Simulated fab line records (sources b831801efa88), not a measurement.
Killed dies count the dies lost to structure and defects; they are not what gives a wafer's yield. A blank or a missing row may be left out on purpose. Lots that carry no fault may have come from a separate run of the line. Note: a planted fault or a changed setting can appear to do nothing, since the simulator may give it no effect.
Matching of chambers -- flow gf180mcu -- GF_POLY_GATE_ETCH_12 on rie_diel-02: 4 sister chambers
The step etches BARC in N2/H2. 7 wafers are shown with their chamber, then 9 later ones without.

## WAFERS, EACH WITH ITS CHAMBER
wafer,chamber,drypump_motor_current_A (A),oes_product_au (a.u.)
L079.3,0,5.2,0.739
L086.3,2,6.4,0.728
L086.5,2,6.3,0.743
L086.6,1,6.5,0.741
L090.1,3,6.1,0.738
L090.4,1,6.6,0.729
L090.5,3,6.1,0.735

## WAFERS WITHOUT THEIR CHAMBER
wafer,drypump_motor_current_A (A),oes_product_au (a.u.)
L092.1,6.0,0.732
L092.2,5.2,0.740
L092.3,6.4,0.732
L093.1,6.6,0.729
L093.3,6.3,0.737
L093.6,6.4,0.731
L094.1,6.0,0.734
L094.4,6.5,0.732
L094.5,6.1,0.742

## WHICH CHAMBER EACH ONE RAN IN
wafer,from the rows above,in truth
L092.1,3,3
L092.2,0,0
L092.3,can't be placed: 2 or 1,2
L093.1,1,1
L093.3,2,2
L093.6,can't be placed: 2 or 1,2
L094.1,3,3
L094.4,can't be placed: 1 or 2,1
L094.5,3,3
6 of 9 placed correctly. From these rows, 3 cannot be placed; in 3 the true chamber is one of the candidates. Number placed wrongly: 0.
How it was worked out, from the rows above alone: a wafer's distance from a chamber is the root of the sum, over the readings, of the square of ((its reading less the chamber's mean) divided by the reading's scatter). If the next closest chamber is less than 2 further off than the closest, the wafer can't be placed; otherwise it belongs to the closest. Each chamber's mean is taken over the wafers shown for it. The scatter is the square root of a quotient: the sum, over the shown wafers, of each reading's squared deviation from its chamber's mean, divided by wafers minus chambers.
